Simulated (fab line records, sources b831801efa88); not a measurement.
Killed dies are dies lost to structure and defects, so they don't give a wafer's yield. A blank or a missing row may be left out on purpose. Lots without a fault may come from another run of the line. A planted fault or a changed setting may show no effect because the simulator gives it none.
Which tool did it? | flow sky130 | 12 lots, 36 wafers sampled, at 5 steps of a route of 708

WHAT THE GAUGES READ, wafer by wafer
SKY_VIA3_THK_MEAS_01. Usual: VIA3_HDPCVD_THK 1640 nm, standard deviation 17.
lot  | measured     | on            | VIA3_HDPCVD_THK (nm)          | flag
L942 | day 38 07:12 | film_metro-02 | 1635 1640 1652                |
L943 | day 38 20:14 | film_metro-01 | 3255 3266 3251 3255 3265 3251 | OFF
L945 | day 39 02:11 | film_metro-04 | 1643 1630 1638                |
L948 | day 40 19:26 | film_metro-04 | 3248 3259 3251 3247 3257 3249 | OFF
L953 | day 41 17:50 | film_metro-02 | 3293 3298 3283 3291 3297 3284 | OFF
L956 | day 43 05:02 | film_metro-01 | 1634 1645 1629                |
L958 | day 43 09:35 | film_metro-01 | 1623 1628 1634                |
L959 | day 43 11:14 | film_metro-02 | 1638 1652 1648                |
L961 | day 44 02:56 | film_metro-04 | 1649 1654 1645                |
L963 | day 44 05:44 | film_metro-01 | 1662 1632 1650                |
L964 | day 44 15:23 | film_metro-01 | 1648 1634 1644                |
L965 | day 45 02:17 | film_metro-02 | 1647 1658 1649                |

WHICH TOOL RAN EACH LOT (tool, then ch and the chambers of the sampled wafers, then the start)
lot  | SKY_LI_CONTACT_ETCH_14             | SKY_LOCAL_INTERCONNECT_SPUTTER_00 | SKY_CONTACT_CVD_24            | SKY_VIA3_HDPCVD_00
L942 | rie_diel-02 ch 0,3, day 28 16:38   | pvd_sputter-04, day 28 17:50      | cvd_w-02 ch 1, day 31 04:32   | hdpcvd-02 ch 1,2, day 38 07:01
L943 | rie_diel-03 ch 0,1, day 29 06:14   | pvd_sputter-03, day 29 07:29      | cvd_w-02 ch 0,1, day 31 18:25 | hdpcvd-01 ch 0,2, day 38 19:40
L945 | rie_diel-03 ch 2,3, day 29 13:12   | pvd_sputter-02, day 29 14:22      | cvd_w-01 ch 0,1, day 32 00:42 | hdpcvd-01 ch 0,2, day 39 02:01
L948 | rie_diel-02 ch 0,2,3, day 31 13:59 | pvd_sputter-03, day 31 15:10      | cvd_w-01 ch 0,1, day 33 23:10 | hdpcvd-01 ch 0,1,2, day 40 18:55
L953 | rie_diel-04 ch 0,1,3, day 32 13:53 | pvd_sputter-04, day 32 15:04      | cvd_w-02 ch 0,1, day 35 00:02 | hdpcvd-02 ch 0,1, day 41 17:10
L956 | rie_diel-02 ch 0,1, day 34 07:04   | pvd_sputter-03, day 34 08:14      | cvd_w-02 ch 0, day 36 15:56   | hdpcvd-02 ch 1,2, day 43 04:52
L958 | rie_diel-03 ch 1,2, day 34 11:39   | pvd_sputter-02, day 34 12:49      | cvd_w-01 ch 0,1, day 36 22:39 | hdpcvd-01 ch 0,1,2, day 43 09:25
L959 | rie_diel-02 ch 1,2, day 34 13:32   | pvd_sputter-03, day 34 14:43      | cvd_w-02 ch 0,1, day 36 23:05 | hdpcvd-02 ch 0,2, day 43 11:02
L961 | rie_diel-02 ch 0,1,2, day 35 08:47 | pvd_sputter-03, day 35 09:58      | cvd_w-01 ch 0,1, day 37 18:05 | hdpcvd-01 ch 0,1, day 44 02:46
L963 | rie_diel-04 ch 1,2,3, day 35 13:38 | pvd_sputter-04, day 35 15:01      | cvd_w-02 ch 0,1, day 37 21:56 | hdpcvd-02 ch 0,1,2, day 44 05:34
L964 | rie_diel-02 ch 0,2,3, day 36 01:33 | pvd_sputter-02, day 36 02:43      | cvd_w-02 ch 0, day 38 10:02   | hdpcvd-02 ch 0,1,2, day 44 15:13
L965 | rie_diel-02 ch 0,1, day 36 10:52   | pvd_sputter-02, day 36 12:01      | cvd_w-01 ch 1, day 38 19:10   | hdpcvd-02 ch 0,1,2, day 45 02:07
- SKY_LI_CONTACT_ETCH_14: etches BARC in N2/H2, stops on SiO2, time 45.9 s, target depth 60 nm.
- SKY_LOCAL_INTERCONNECT_SPUTTER_00: material TiN, target thk 100 nm, time 83.3 s.
- SKY_CONTACT_CVD_24: deposits W, target thk 340 nm, time 102.12 s.
- SKY_VIA3_HDPCVD_00: deposits SiO2, target thk 1635 nm, time 272.5 s.

WHAT THE TOOLS THEMSELVES READ (means of the sampled wafers that have a number; where no wafer has one, the mark that the record gives instead)
SKY_LI_CONTACT_ETCH_14. Usual: drypump_motor_current_A 5.6 A, standard deviation 0.3; n2_flow_sccm 100.0 sccm, standard deviation 0.33; oes_product_au 0.854 a.u., standard deviation 0.0048; throttle_valve_pct 13.225 %, standard deviation 0.009.
lot  | tool        | drypump_motor_current_A (A) | n2_flow_sccm (sccm) | oes_product_au (a.u.) | throttle_valve_pct (%) | flag
L942 | rie_diel-02 | 5.3                         | 100.0               | 0.854                 | 13.224                 |
L943 | rie_diel-03 | 5.5                         | 99.8                | 0.848                 | 13.235                 |
L945 | rie_diel-03 | 5.4                         | 99.9                | 0.855                 | 13.232                 |
L948 | rie_diel-02 | 5.6                         | 99.7                | 0.853                 | 13.221                 |
L953 | rie_diel-04 | 5.4                         | 100.2               | 0.854                 | 13.227                 |
L956 | rie_diel-02 | 5.7                         | 99.7                | 0.849                 | 13.229                 |
L958 | rie_diel-03 | 5.4                         | 99.8                | 0.852                 | 13.228                 |
L959 | rie_diel-02 | 6.0                         | 100.1               | 0.848                 | 13.225                 |
L961 | rie_diel-02 | 5.8                         | 99.8                | 0.853                 | 13.223                 |
L963 | rie_diel-04 | 5.5                         | 99.9                | 0.856                 | 13.226                 |
L964 | rie_diel-02 | 5.6                         | 100.0               | 0.855                 | 13.220                 |
L965 | rie_diel-02 | 5.5                         | 99.8                | 0.855                 | 13.223                 |

SKY_LOCAL_INTERCONNECT_SPUTTER_00. Usual: cathode_dc_power_W 6500.2 W, standard deviation 1.1; throttle_valve_pct 30.2 %, standard deviation 1.1.
lot  | tool           | cathode_dc_power_W (W) | throttle_valve_pct (%) | flag
L942 | pvd_sputter-04 | 6501.1                 | 30.4                   |
L943 | pvd_sputter-03 | 6500.0                 | 30.8                   |
L945 | pvd_sputter-02 | 6501.4                 | 29.8                   |
L948 | pvd_sputter-03 | 6499.6                 | 30.4                   |
L953 | pvd_sputter-04 | 6500.5                 | 29.8                   |
L956 | pvd_sputter-03 | 6499.4                 | 29.8                   |
L958 | pvd_sputter-02 | 6500.1                 | 29.5                   |
L959 | pvd_sputter-03 | 6500.5                 | 30.4                   |
L961 | pvd_sputter-03 | 6499.9                 | 31.1                   |
L963 | pvd_sputter-04 | 6501.4                 | 31.2                   |
L964 | pvd_sputter-02 | 6499.7                 | 30.2                   |
L965 | pvd_sputter-02 | 6499.7                 | 29.9                   |

SKY_CONTACT_CVD_24. Usual: heater_power_outer_w 537 W, standard deviation 48; heater_power_w 860 W, standard deviation 55.
lot  | tool     | heater_power_outer_w (W) | heater_power_w (W) | flag
L942 | cvd_w-02 | 608                      | 933                |
L943 | cvd_w-02 | 554                      | 895                |
L945 | cvd_w-01 | 494                      | 807                |
L948 | cvd_w-01 | 487                      | 815                |
L953 | cvd_w-02 | 564                      | 902                |
L956 | cvd_w-02 | 533                      | 871                |
L958 | cvd_w-01 | 505                      | 818                |
L959 | cvd_w-02 | 552                      | 892                |
L961 | cvd_w-01 | 503                      | 816                |
L963 | cvd_w-02 | 555                      | 903                |
L964 | cvd_w-02 | 536                      | 856                |
L965 | cvd_w-01 | 499                      | 804                |

SKY_VIA3_HDPCVD_00. Usual: pressure_mtorr 5.998 mTorr, standard deviation 0.012.
lot  | tool      | pressure_mtorr (mTorr) | flag
L942 | hdpcvd-02 | 5.992                  |
L943 | hdpcvd-01 | 6.010                  |
L945 | hdpcvd-01 | 5.984                  |
L948 | hdpcvd-01 | 6.000                  |
L953 | hdpcvd-02 | 5.991                  |
L956 | hdpcvd-02 | 5.987                  |
L958 | hdpcvd-01 | 5.996                  |
L959 | hdpcvd-02 | 5.998                  |
L961 | hdpcvd-01 | 5.997                  |
L963 | hdpcvd-02 | 6.004                  |
L964 | hdpcvd-02 | 6.010                  |
L965 | hdpcvd-02 | 5.980                  |

THE ANSWER, worked out from the rows above alone
Rule: a lot is off if the mean of its wafers that have a number lies more than 3 standard deviations from the usual mean. A lot without any number at a reading at which 4 lots or more have one is off too. The other lots that the step has rows for count as sound. The gauges are gone through in route order, then the tools' own readings, and for those a lot's mean is taken as printed above. The first step at which some lot is off is used, and at that step the reading that is off furthest; a lot without a number counts as furthest.
Off: L943, L948, L953, at SKY_VIA3_THK_MEAS_01 (VIA3_HDPCVD_THK).
A tool fits if, at a process step before that reading, it ran every lot that is off, and no sound lot after the first of them. The gauges at SKY_VIA3_THK_MEAS_01 are tried like those tools. None of those tried fits.

WHAT THE SIMULATOR HAD PUT IN
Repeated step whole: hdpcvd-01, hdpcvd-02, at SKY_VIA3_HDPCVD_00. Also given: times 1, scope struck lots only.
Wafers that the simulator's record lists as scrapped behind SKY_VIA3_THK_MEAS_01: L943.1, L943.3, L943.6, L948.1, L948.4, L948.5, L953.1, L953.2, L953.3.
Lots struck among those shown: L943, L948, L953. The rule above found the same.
